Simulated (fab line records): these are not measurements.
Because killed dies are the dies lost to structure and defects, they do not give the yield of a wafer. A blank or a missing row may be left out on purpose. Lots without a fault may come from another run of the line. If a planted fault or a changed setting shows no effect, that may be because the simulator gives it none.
fab line records ; flow sky130
record lots=6; wafers=18; lastDay=50
route steps=708 shown POLY_GATE@234 LDD_N@237 LDD_P@255 PAD_OPEN@708
lots with no fault: from the same line, run without faults
startH: hours from the record's first day to the start of the lot's first wafer shown ; waitH: how many hours have passed since the lot's step before this one ; " repeats the value in the row above ; L1.1+2: one row covering several wafers at once ; - no value present, or no start provided ; * or withheld: withheld ; < > ~ a bound
route shown NAME@n: names a module that has steps shown in the file, with the first one's number in the route ; usual: the fault-free wafers' mean and standard deviation ; same: alike in all rows ; chamber/n: place in a boat ; sites: each site's reading ; _std_site: the standard deviation of these ; _edge_site: outer sites' mean less inner sites' ; radiusMm: how far each site lies from the wafer's centre ; mask NAME#n: copy n ; behind: the tool/chamber that last shaped the wafer ; hold: why the lot was held/for how many hours/how that ended ; device: the n, p or np transistor that did not switch ; end of line: tests run on the same wafers once the route is complete ; for a step that has no rows: nothing shown but its recipe ; killed: the dies lost at the first sort to structure and to defects; this is not the yield of the wafer ; map: a wafer's dies, x killed, . not, _ none there
set.NAME: the setting that was run; set.NAME@STEP: the one run at that earlier step ; model.NAME: the simulator's own value behind a step, which no gauge read
certain route steps with their lots: each step a table, each wafer a row
services: a tool's chamber out of use, with start hour (startH, from the record's first day; less than 0 if before it), hours out, and reason
## steps
# step SKY_POLY_GATE_OXIDATION_20
# recipe tempC=850; ambient=O2; stabiliseS=600; purgeS=300; targetThkA=40; oxTimeS=899
# step SKY_POLY_GATE_THK_MEAS_21
# recipe reads=SiO2_of_POLY_GATE_OXIDATION_20
# usual POLY_GATE_OXIDATION_THK=3.98/0.089
lot.wafer;tool;chamber;startH;waitH;POLY_GATE_OXIDATION_THK[nm]
L102.1;filmMetro-02;-;409.80;0.0;3.98
L102.3;filmMetro-02;-;409.80;0.0;3.95
L102.4;filmMetro-02;-;409.80;0.0;3.96
L107.2;filmMetro-01;-;457.54;0.0;3.89
L107.3;filmMetro-01;-;457.54;0.0;3.92
L107.5;filmMetro-01;-;457.54;0.0;3.82
L112.1;filmMetro-04;-;495.64;0.0;4.12
L112.4;filmMetro-04;-;495.64;0.0;4.11
L112.6;filmMetro-04;-;495.64;0.0;4.02
L116.2;filmMetro-01;-;528.35;0.0;3.95
L116.3;filmMetro-01;-;528.35;0.0;4.03
L116.5;filmMetro-01;-;528.35;0.0;4.00
L118.4;filmMetro-02;-;547.63;0.0;3.99
L118.5;filmMetro-02;-;547.63;0.0;4.05
L118.6;filmMetro-02;-;547.63;0.0;4.14
L120.1;filmMetro-02;-;562.55;0.0;3.91
L120.5;filmMetro-02;-;562.55;0.0;3.91
L120.6;filmMetro-02;-;562.55;0.0;3.85
# step SKY_POLY_GATE_CD_MEAS_22
# usual cdNm=149.5/2
lot.wafer;tool;chamber;startH;waitH;cdNm
L102.1;cdSem-02;-;409.88;0.1;148.6
L102.3;cdSem-02;-;409.88;0.1;150.1
L102.4;cdSem-02;-;409.88;0.1;150.2
L107.2;cdSem-02;-;457.62;0.1;150.7
L107.3;cdSem-02;-;457.62;0.1;150.8
L107.5;cdSem-02;-;457.62;0.1;149.6
L112.1;cdSem-01;-;495.81;0.2;146.5
L112.4;cdSem-01;-;495.81;0.2;148.8
L112.6;cdSem-01;-;495.81;0.2;150.7
L116.2;cdSem-01;-;528.43;0.1;149.2
L116.3;cdSem-01;-;528.43;0.1;150.1
L116.5;cdSem-01;-;528.43;0.1;151.1
L118.4;cdSem-01;-;547.75;0.1;153.0
L118.5;cdSem-01;-;547.75;0.1;154.1
L118.6;cdSem-01;-;547.75;0.1;150.9
L120.1;cdSem-01;-;562.61;0.1;147.7
L120.5;cdSem-01;-;562.61;0.1;145.4
L120.6;cdSem-01;-;562.61;0.1;145.8
# step SKY_LDD_N_DEHYDRATE_00
# recipe tempC=200; timeS=60
# step SKY_LDD_N_HMDS_01
# recipe primeTimeS=60; primeTempC=120
# step SKY_LDD_N_COAT_02
# recipe resist=NOVOLAK; spinRpm=3000; resistThkNm=300
# step SKY_LDD_N_SOFTBAKE_03
# recipe tempC=90; timeS=60; resist=NOVOLAK
# step SKY_LDD_N_EXPOSE_04
# recipe maskId=NTM; targetCdNm=840; na=0.6; sourceShape=conventional; sigmaOuter=0.6; doseMj=110
# step SKY_LDD_N_PEB_05
# recipe tempC=withheld; timeS=*; resist=NOVOLAK
# step SKY_LDD_N_DEVELOP_06
# recipe developTimeS=60; devTempC=23
# step SKY_LDD_N_OVL_MEAS_07
# usual LDD_N_OVL=0.4/1.1
lot.wafer;tool;chamber;startH;waitH;LDD_N_OVL[nm]
L102.1;overlay-01;-;440.51;0.1;2.1
L102.3;overlay-01;-;440.51;0.1;2.7
L102.4;overlay-01;-;440.51;0.1;1.5
L107.2;overlay-01;-;487.77;0.1;-0.5
L107.3;overlay-01;-;487.77;0.1;-1.7
L107.5;overlay-01;-;487.77;0.1;-1.3
L112.1;overlay-01;-;526.46;0.1;0.4
L112.4;overlay-01;-;526.46;0.1;1.2
L112.6;overlay-01;-;526.46;0.1;2.0
L116.2;overlay-02;-;558.35;0.1;0.6
L116.3;overlay-02;-;558.35;0.1;0.7
L116.5;overlay-02;-;558.35;0.1;-0.1
L118.4;overlay-01;-;577.18;0.1;1.5
L118.5;overlay-01;-;577.18;0.1;1.4
L118.6;overlay-01;-;577.18;0.1;2.3
L120.1;overlay-02;-;591.26;0.1;1.8
L120.5;overlay-02;-;591.26;0.1;0.0
L120.6;overlay-02;-;591.26;0.1;1.7
# step SKY_LDD_N_IMPLANT_08
# recipe species=As; energyKev=20; doseCm2=7.5e+13; tiltDeg=withheld; rotationDeg=23
# step SKY_LDD_N_IMPLANT_09
# recipe species=As; energyKev=20; doseCm2=7.5e+13; tiltDeg=withheld; rotationDeg=113
# usual doseIonsCm2=7.499e+13/7.6e+10; faradayCurrentUA=423/8.7
lot.wafer;tool;chamber;startH;waitH;doseIonsCm2;faradayCurrentUA
L102.1;implanter-03;0;440.70;0.1;7.495e+13;431
L102.3;implanter-03;0;440.70;0.1;7.496e+13;425
L102.4;implanter-03;0;440.70;0.1;7.496e+13;412
L107.2;implanter-03;0;487.97;0.1;2.633e+13;147
L107.3;implanter-03;0;487.97;0.1;2.62e+13;149
L107.5;implanter-03;0;487.97;0.1;2.633e+13;149
L112.1;implanter-03;0;526.65;0.1;2.637e+13;149
L112.4;implanter-03;0;526.65;0.1;2.654e+13;149
L112.6;implanter-03;0;526.65;0.1;2.64e+13;145
L116.2;implanter-04;0;558.56;0.1;7.487e+13;414
L116.3;implanter-04;0;558.56;0.1;7.51e+13;436
L116.5;implanter-04;0;558.56;0.1;7.49e+13;438
L118.4;implanter-04;0;577.42;0.1;7.509e+13;423
L118.5;implanter-04;0;577.42;0.1;7.495e+13;423
L118.6;implanter-04;0;577.42;0.1;7.504e+13;432
L120.1;implanter-03;0;591.45;0.1;7.497e+13;418
L120.5;implanter-03;0;591.45;0.1;7.494e+13;430
L120.6;implanter-03;0;591.45;0.1;7.487e+13;438
# step SKY_LDD_N_IMPLANT_10
# recipe species=As; energyKev=20; doseCm2=7.5e+13; tiltDeg=withheld; rotationDeg=203
# step SKY_LDD_N_IMPLANT_11
# recipe species=As; energyKev=20; doseCm2=7.5e+13; tiltDeg=withheld; rotationDeg=293
# step SKY_LDD_N_IMPLANT_12
# recipe species=BF2; energyKev=50; doseCm2=5e+12; tiltDeg=30; rotationDeg=0
# step SKY_LDD_N_IMPLANT_13
# recipe species=BF2; energyKev=50; doseCm2=5e+12; tiltDeg=30; rotationDeg=90
# step SKY_LDD_N_IMPLANT_14
# recipe species=BF2; energyKev=50; doseCm2=5e+12; tiltDeg=30; rotationDeg=180
# step SKY_LDD_N_IMPLANT_15
# recipe species=BF2; energyKev=50; doseCm2=5e+12; tiltDeg=30; rotationDeg=270
# step SKY_LDD_N_STRIP_16
# recipe chemistry=O2/N2; powerW=1400; pressureMtorr=1500; platenTempC=withheld; o2FlowSccm=3000; n2FlowSccm=300; overashFraction=0.5
# usual drypumpMotorCurrentA=5.7/0.46; oesProductAu=0.406/0.0041; stripTimeToEndpointS=4.305/0.014
lot.wafer;tool;chamber;startH;waitH;drypumpMotorCurrentA;oesProductAu;rfHoursCounterH;stripTimeToEndpointS
L102.1;plasmaAsher-04;0;441.75;0.1;6.3;0.409;58;4.330
L102.3;plasmaAsher-04;1;441.75;0.1;5.5;0.410;-;4.295
L102.4;plasmaAsher-04;0;441.75;0.1;6.3;0.408;-;4.331
L107.2;plasmaAsher-01;0;489.00;0.1;4.9;0.403;5;4.179
L107.3;plasmaAsher-01;0;489.00;0.1;4.9;0.410;-;4.161
L107.5;plasmaAsher-01;0;489.00;0.1;5.0;0.397;-;4.173
L112.1;plasmaAsher-01;1;527.70;0.1;5.5;0.402;10;4.164
L112.4;plasmaAsher-01;0;527.70;0.1;5.0;0.418;-;4.160
L112.6;plasmaAsher-01;1;527.70;0.1;5.5;0.416;-;4.182
L116.2;plasmaAsher-01;0;559.58;0.1;5.0;0.402;13;4.311
L116.3;plasmaAsher-01;1;559.58;0.1;5.5;0.403;-;4.325
L116.5;plasmaAsher-01;0;559.58;0.1;5.0;0.409;-;4.297
L118.4;plasmaAsher-02;0;578.43;0.1;6.2;0.407;-;4.305
L118.5;plasmaAsher-02;0;578.43;0.1;6.2;0.409;-;4.322
L118.6;plasmaAsher-02;1;578.43;0.1;5.8;0.400;-;4.319
L120.1;plasmaAsher-02;0;592.50;0.1;6.2;0.406;93;4.308
L120.5;plasmaAsher-02;1;592.50;0.1;5.8;0.402;-;4.311
L120.6;plasmaAsher-02;0;592.50;0.1;6.2;0.405;-;4.301
# step SKY_LDD_N_TW_MEAS_17
# usual LDD_N_TW=2598/27
lot.wafer;tool;chamber;startH;waitH;LDD_N_TW
L102.1;filmMetro-04;-;441.85;0.1;2618
L102.3;filmMetro-04;-;441.85;0.1;2608
L102.4;filmMetro-04;-;441.85;0.1;2607
L107.2;filmMetro-02;-;489.11;0.1;2550
L107.3;filmMetro-02;-;489.11;0.1;2554
L107.5;filmMetro-02;-;489.11;0.1;2549
L112.1;filmMetro-03;-;527.80;0.1;2482
L112.4;filmMetro-03;-;527.80;0.1;2482
L112.6;filmMetro-03;-;527.80;0.1;2485
L116.2;filmMetro-03;-;559.69;0.1;2575
L116.3;filmMetro-03;-;559.69;0.1;2571
L116.5;filmMetro-03;-;559.69;0.1;2543
L118.4;filmMetro-02;-;578.53;0.1;2633
L118.5;filmMetro-02;-;578.53;0.1;2635
L118.6;filmMetro-02;-;578.53;0.1;2634
L120.1;filmMetro-03;-;592.60;0.1;2565
L120.5;filmMetro-03;-;592.60;0.1;2574
L120.6;filmMetro-03;-;592.60;0.1;2590
# step SKY_LDD_P_DEHYDRATE_00
# recipe tempC=200; timeS=60
# step SKY_PAD_OPEN_PROBE_99
# usual killed_at_M0_to_M3=43/6.9; killed_at_M4_up=3.2/2; killedAtContacts=25/5.1; killedAtFrontEnd=15/4.5; killedAtOther=0.2/0.51; killedDies=85/9.5; killedOpen=48/6.9; killedShort=38/6.7
# same grossDies=492; killedAtBackSide=0
lot.wafer;tool;chamber;startH;waitH;killed_at_M0_to_M3;killed_at_M4_up;killedAtContacts;killedAtFrontEnd;killedAtOther;killedDies;killedOpen;killedShort;model.etest.tipN.rsOhmSq;model.etest.nfet_01v8_swapped.vtSatV
L102.1;prober-02;-;1100.28;0.1;44;1;24;11;0;80;52;28;443.5;0.6378
L102.3;prober-02;-;1100.38;0.2;40;5;19;6;0;70;37;33;443.5;0.6319
L102.4;prober-02;-;1100.43;0.2;45;2;15;17;1;80;45;35;439.4;0.6321
L107.2;prober-01;-;1129.71;0.1;38;4;29;18;0;89;47;42;497.6;0.6648
L107.3;prober-01;-;1129.76;0.2;39;3;31;13;0;86;45;41;500.8;0.6675
L107.5;prober-01;-;1129.86;0.2;32;2;28;20;0;82;43;39;495.6;0.6653
L112.1;prober-02;-;1152.47;0.1;36;4;25;11;0;76;43;33;498.6;0.6727
L112.4;prober-02;-;1152.62;0.2;49;2;27;10;0;88;49;39;505.9;0.6711
L112.6;prober-02;-;1152.72;0.2;65;1;24;13;1;104;62;42;500.7;0.6699
L116.2;prober-02;-;1173.47;0.1;32;2;16;17;0;67;32;35;442.9;0.647
L116.3;prober-02;-;1173.52;0.2;43;2;26;10;0;81;49;32;444.9;0.6512
L116.5;prober-02;-;1173.62;0.2;34;3;31;8;0;76;55;21;441.2;0.6401
L118.4;prober-02;-;1183.52;0.2;39;2;30;15;0;86;59;27;447.1;0.6812
L118.5;prober-02;-;1183.57;0.2;56;3;17;13;0;89;47;42;443.1;0.669
L118.6;prober-02;-;1183.62;0.2;50;6;26;10;0;92;41;51;446.8;0.6697
L120.1;prober-02;-;1192.80;0.1;42;2;17;16;0;77;45;32;436.5;0.6524
L120.5;prober-02;-;1193.00;0.2;42;0;28;20;1;91;52;39;440.3;0.6443
L120.6;prober-02;-;1193.05;0.2;42;1;17;24;0;84;46;38;440.2;0.6503
# killed by level:class
L102.1 VIA1:geometricParticle:open=11 VIA3:geometricParticle:open=11 LI_CONTACT:geometricParticle:open=9 METAL1:geometricParticle:short=7 CONTACT:geometricParticle:open=6 FIELD_ISO:geometricParticle:open=5 VIA2:geometricParticle:open=5 VIA1:geometricParticle:short=5
L102.3 METAL2:geometricParticle:short=7 VIA3:geometricParticle:open=7 CONTACT:geometricParticle:short=6 VIA1:geometricParticle:open=6 VIA2:geometricParticle:open=6 LI_CONTACT:geometricParticle:open=5 METAL1:geometricParticle:short=5 CONTACT:geometricParticle:open=4
L102.4 VIA1:geometricParticle:open=10 FIELD_ISO:geometricParticle:open=8 LI_CONTACT:geometricParticle:open=8 VIA3:geometricParticle:open=8 VIA1:geometricParticle:short=7 METAL2:geometricParticle:short=6 FIELD_ISO:geometricParticle:short=4 METAL1:geometricParticle:short=4
L107.2 CONTACT:geometricParticle:open=10 METAL1:geometricParticle:short=9 VIA1:geometricParticle:open=9 LI_CONTACT:geometricParticle:open=8 POLY_GATE:geometricParticle:short=5 CONTACT:geometricParticle:short=5 FIELD_ISO:geometricParticle:open=4 POLY_GATE:geometricParticle:open=4
L107.3 CONTACT:geometricParticle:short=10 CONTACT:geometricParticle:open=9 VIA3:geometricParticle:open=9 VIA2:geometricParticle:open=8 VIA1:geometricParticle:open=7 LI_CONTACT:geometricParticle:open=5 METAL1:geometricParticle:short=5 LOCAL_INTERCONNECT:geometricParticle:short=4
L107.5 CONTACT:geometricParticle:open=9 LI_CONTACT:geometricParticle:open=8 VIA1:geometricParticle:open=7 FIELD_ISO:geometricParticle:short=4 FIELD_ISO:geometricParticle:open=4 LOCAL_INTERCONNECT:geometricParticle:short=4 METAL2:geometricParticle:short=4 VIA3:geometricParticle:short=4
L112.1 VIA1:geometricParticle:open=10 LI_CONTACT:geometricParticle:open=8 CONTACT:geometricParticle:open=8 VIA1:geometricParticle:short=8 VIA3:geometricParticle:open=5 FIELD_ISO:geometricParticle:open=4 POLY_GATE:geometricParticle:short=4 METAL2:geometricParticle:short=4
L112.4 VIA1:geometricParticle:open=14 CONTACT:geometricParticle:open=11 VIA1:geometricParticle:short=9 VIA2:geometricParticle:open=8 LI_CONTACT:geometricParticle:open=5 LOCAL_INTERCONNECT:geometricParticle:short=5 VIA3:geometricParticle:open=5 CONTACT:geometricParticle:short=4
L112.6 VIA1:geometricParticle:open=21 VIA3:geometricParticle:open=11 METAL1:geometricParticle:short=8 LI_CONTACT:geometricParticle:open=8 VIA1:geometricParticle:short=8 VIA2:geometricParticle:open=6 CONTACT:geometricParticle:open=6 LOCAL_INTERCONNECT:geometricParticle:short=5
L116.2 VIA1:geometricParticle:open=10 FIELD_ISO:geometricParticle:short=6 CONTACT:geometricParticle:open=6 METAL2:geometricParticle:short=6 FIELD_ISO:geometricParticle:open=5 LI_CONTACT:geometricParticle:open=5 METAL1:geometricParticle:short=4 CONTACT:geometricParticle:short=3
L116.3 LI_CONTACT:geometricParticle:open=12 VIA1:geometricParticle:open=9 VIA3:geometricParticle:open=8 VIA3:geometricParticle:short=6 POLY_GATE:geometricParticle:open=5 CONTACT:geometricParticle:open=4 METAL2:geometricParticle:short=4 VIA2:geometricParticle:open=4
L116.5 CONTACT:geometricParticle:open=15 VIA1:geometricParticle:open=11 VIA2:geometricParticle:open=9 LI_CONTACT:geometricParticle:open=7 POLY_GATE:geometricParticle:open=3 METAL2:geometricParticle:short=3 LOCAL_INTERCONNECT:geometricParticle:short=3 CONTACT:geometricParticle:short=3
L118.4 CONTACT:geometricParticle:open=16 VIA1:geometricParticle:open=12 LI_CONTACT:geometricParticle:open=6 VIA2:geometricParticle:open=6 FIELD_ISO:geometricParticle:open=5 VIA3:geometricParticle:open=5 LOCAL_INTERCONNECT:geometricParticle:short=4 CONTACT:geometricParticle:short=4
L118.5 VIA1:geometricParticle:open=17 METAL2:geometricParticle:short=8 VIA3:geometricParticle:open=8 LI_CONTACT:geometricParticle:open=5 VIA3:geometricParticle:short=5 CONTACT:geometricParticle:open=5 METAL1:geometricParticle:short=5 VIA1:geometricParticle:short=5
L118.6 VIA3:geometricParticle:open=8 CONTACT:geometricParticle:open=7 VIA1:geometricParticle:short=7 CONTACT:geometricParticle:short=7 VIA2:geometricParticle:open=7 LI_CONTACT:geometricParticle:open=6 METAL2:geometricParticle:short=6 VIA3:geometricParticle:short=6
L120.1 VIA1:geometricParticle:open=12 VIA2:geometricParticle:open=6 LI_CONTACT:geometricParticle:open=6 CONTACT:geometricParticle:open=5 FIELD_ISO:geometricParticle:open=4 VIA2:geometricParticle:short=4 VIA3:geometricParticle:open=4 METAL2:geometricParticle:short=4
L120.5 LI_CONTACT:geometricParticle:open=8 CONTACT:geometricParticle:open=8 VIA3:geometricParticle:open=7 METAL1:geometricParticle:short=6 METAL2:geometricParticle:short=6 FIELD_ISO:geometricParticle:open=5 POLY_GATE:geometricParticle:short=5 VIA1:geometricParticle:short=5
L120.6 FIELD_ISO:geometricParticle:short=7 METAL2:geometricParticle:short=7 CONTACT:geometricParticle:open=7 VIA1:geometricParticle:open=7 VIA3:geometricParticle:open=6 FIELD_ISO:geometricParticle:open=5 POLY_GATE:geometricParticle:open=4 LI_CONTACT:geometricParticle:open=4
## services
tool;chamber;startH;hours;kind
plasmaAsher-01;-;421.25;9.0;pm
plasmaAsher-01;0;421.25;9.0;ventCycle
plasmaAsher-01;1;421.25;9.0;ventCycle
plasmaAsher-01;0;430.25;-;clean
plasmaAsher-01;1;430.25;-;clean
implanter-04;-;469.93;3.1;repair
implanter-03;-;478.02;2.3;pm
plasmaAsher-04;-;490.14;3.5;repair
implanter-03;-;511.60;5.5;repair
plasmaAsher-01;-;518.74;0.4;repair
## key
firstSign step=SKY_LDD_N_IMPLANT_09; reading=doseIonsCm2; direction=down; sigmas=99+; usual=*; struck=*
effect step=SKY_LDD_N_IMPLANT_09; reading=faradayCurrentUA; direction=down; sigmas=32; usual=423; struck=148
effect step=SKY_LDD_N_STRIP_16; reading=stripTimeToEndpointS; direction=down; sigmas=9.5; usual=*; struck=*
effect step=SKY_LDD_N_TW_MEAS_17; reading=LDD_N_TW; direction=down; sigmas=3; usual=2598; struck=2517
modelEffect step=SKY_PAD_OPEN_PROBE_99; value=etest.tipN.rsOhmSq; without=444.4; struck=499.9
metAt SKY_LDD_N_IMPLANT_09
struckWafers L107.2,L107.3,L107.5,L112.1,L112.4,L112.6
testerLeftOut L107,L112
onsetBetween 440.70 487.97
fault kind=processParameterDrift; tool=implanter-03; chamber=-; onsetH=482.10; steps=SKY_LDD_N_IMPLANT_09; channel=doseCm2; offset=*; shape=step; endH=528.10; actsIn=*; stated=*
# testerLeftOut: of these lots the tester's yield and bins aren't shown, on N5 and GAA mostly nor the transistor test; their killed dies are dies lost to structure and defects alone, not to doping, threshold or leakage, so they don't give the yield
